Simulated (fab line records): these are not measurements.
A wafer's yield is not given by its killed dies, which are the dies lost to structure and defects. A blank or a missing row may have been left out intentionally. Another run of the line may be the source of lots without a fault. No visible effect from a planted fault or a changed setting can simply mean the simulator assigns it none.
Chamber matching -- flow gf180mcu -- GF_M5_ETCH_09 on rie diel-03: 4 sister chambers
The step etches Si3N4 in CF4/O2, target depth 52 nm, time 11.6 s. 18 wafers are shown with their chamber, then 9 later ones without.

WAFERS, EACH WITH ITS CHAMBER
wafer,chamber,O2_flow_sccm (sccm),throttle valve pct (%),oes product au (a.u.)
L075.1,3,9.96,5.977,1.003
L075.2,0,10.03,5.981,0.989
L075.3,2,10.00,5.968,1.007
L077.4,1,10.05,5.960,0.997
L077.5,0,10.03,5.969,0.998
L077.6,3,9.97,5.959,0.993
L078.3,3,10.03,5.962,0.990
L078.5,0,9.98,5.977,1.009
L078.6,3,10.00,5.968,0.983
L081.1,3,10.04,5.957,0.986
L081.3,2,9.97,5.955,0.997
L081.6,3,10.06,5.965,0.992
L082.3,0,10.01,5.960,0.998
L082.5,3,10.05,5.954,0.989
L082.6,2,10.01,5.966,0.994
L085.3,3,9.96,5.980,1.000
L085.5,3,9.99,5.960,0.997
L085.6,2,10.06,5.968,0.996

SIGNATURES (averages over the wafers above)
reading,chamber 0,chamber 1,chamber 2,chamber 3,scatter within a chamber
O2_flow_sccm,10.0125,10.0500,10.0100,10.0067,0.0361
throttle valve pct,5.97175,5.96000,5.96425,5.96467,0.00848
oes product au,0.99850,0.99700,0.99850,0.99256,0.00676
Rule: a wafer lies at a distance from a chamber equal to the root of the sum of squares, over the readings, of (its reading less the chamber's mean, divided by the reading's scatter). If the next closest chamber is less than 2 further off than the closest, the wafer can't be placed; otherwise it belongs to the closest. The scatter: the root of (the sum of the squares of (reading less its chamber's mean) over the shown wafers, divided by (wafers less chambers)).

WAFERS WITHOUT THEIR CHAMBER
wafer,O2_flow_sccm (sccm),throttle valve pct (%),oes product au (a.u.)
L090.1,9.98,5.971,1.005
L090.2,9.99,5.976,1.010
L090.6,9.94,5.957,0.995
L093.2,9.99,5.976,1.006
L093.5,9.98,5.965,0.999
L093.6,10.00,5.972,1.007
L097.2,9.98,5.971,0.992
L097.4,10.03,5.957,0.986
L097.5,10.01,5.978,0.991

EACH ONE'S CHAMBER
wafer,from the rows above,in truth
L090.1,can't be placed: 0 or 2 or 3 or 1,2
L090.2,can't be placed: 0 or 2 or 3 or 1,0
L090.6,can't be placed: 3 or 2 or 0 or 1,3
L093.2,can't be placed: 0 or 2 or 3 or 1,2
L093.5,can't be placed: 2 or 0 or 3 or 1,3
L093.6,can't be placed: 0 or 2 or 3 or 1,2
L097.2,can't be placed: 3 or 0 or 2 or 1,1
L097.4,can't be placed: 3 or 1 or 2 or 0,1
L097.5,can't be placed: 0 or 3 or 2 or 1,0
0 of 9 placed correctly. Can't be placed from these rows: 9 (the true chamber is among the candidates in 9). Wrongly placed: 0.
